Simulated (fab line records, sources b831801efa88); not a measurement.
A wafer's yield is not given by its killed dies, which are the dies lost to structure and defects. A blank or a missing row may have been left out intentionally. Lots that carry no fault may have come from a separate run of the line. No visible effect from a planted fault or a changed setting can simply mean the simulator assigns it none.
One fault through the eyes of 2 desks | flow sfqLine | each desk has only its own numbers; what lay behind them comes last

THE TOOL OWNER'S DESK: cmp-01
The tool's own readings at SFQ_TRILAYER_I2_CMP_CMP_064 (polishes SiO2): means of the sampled wafers that have a number, for each lot that ran on this tool. Any lot whose mean is over 4 standard deviations away from the usual mean is out of limits and marked OUT; that distance is given in the brackets.
Columns: A = motorCurrentA at SFQ_TRILAYER_I2_CMP_CMP_064, usual 10.3 A; B = timeToEndpointS at SFQ_TRILAYER_I2_CMP_CMP_064, usual 214 s
lot  | first seen here | A    | B
L881 | day 19 18:20    | 10.3 | 219
L883 | day 20 17:53    | 10.4 | 212
L884 | day 21 03:55    | 10.7 | 202
L893 | day 25 09:45    | 10.6 | 225
L894 | day 25 16:45    | 9.4  | 229
Finding of this desk: none of the 5 lots has anything out of limits.

AT THE METROLOGY DESK
Means of the sampled wafers that have a number, per lot and without regard to the tool the lot ran on: this is what the gauges read. Any lot whose mean is over 4 standard deviations away from the usual mean is out of limits and marked OUT; that distance is given in the brackets.
Columns: A = M1_OVL at SFQ_M1_OVL_MEAS_911, usual -1 nm; B = I1_BOW at SFQ_I1_BOW_MEAS_912, usual 3 um
lot  | first seen here | A  | B
L881 | day 12 17:49    | -7 | 3
L882 | day 13 02:13    | -7 | -2
L883 | day 13 08:13    | -3 | -3
L884 | day 13 19:07    | 2  | -3
L888 | day 15 00:58    | -5 | -3
L892 | day 16 07:46    | -8 | 8
L893 | day 16 21:12    | 1  | -3
L894 | day 17 05:42    | -6 | 9
L897 | day 18 08:59    | -1 | 2
L901 | day 19 11:11    | 4  | 3
L902 | day 19 14:48    | 4  | -2
L904 | day 20 07:35    | -3 | 6
Finding of this desk: none of the 12 lots has anything out of limits.

ALL TOGETHER
The desk of the tool owner found nothing out of limits.
Metrology desk: nothing out of limits seen.

WHAT THE SIMULATOR HAD PUT IN
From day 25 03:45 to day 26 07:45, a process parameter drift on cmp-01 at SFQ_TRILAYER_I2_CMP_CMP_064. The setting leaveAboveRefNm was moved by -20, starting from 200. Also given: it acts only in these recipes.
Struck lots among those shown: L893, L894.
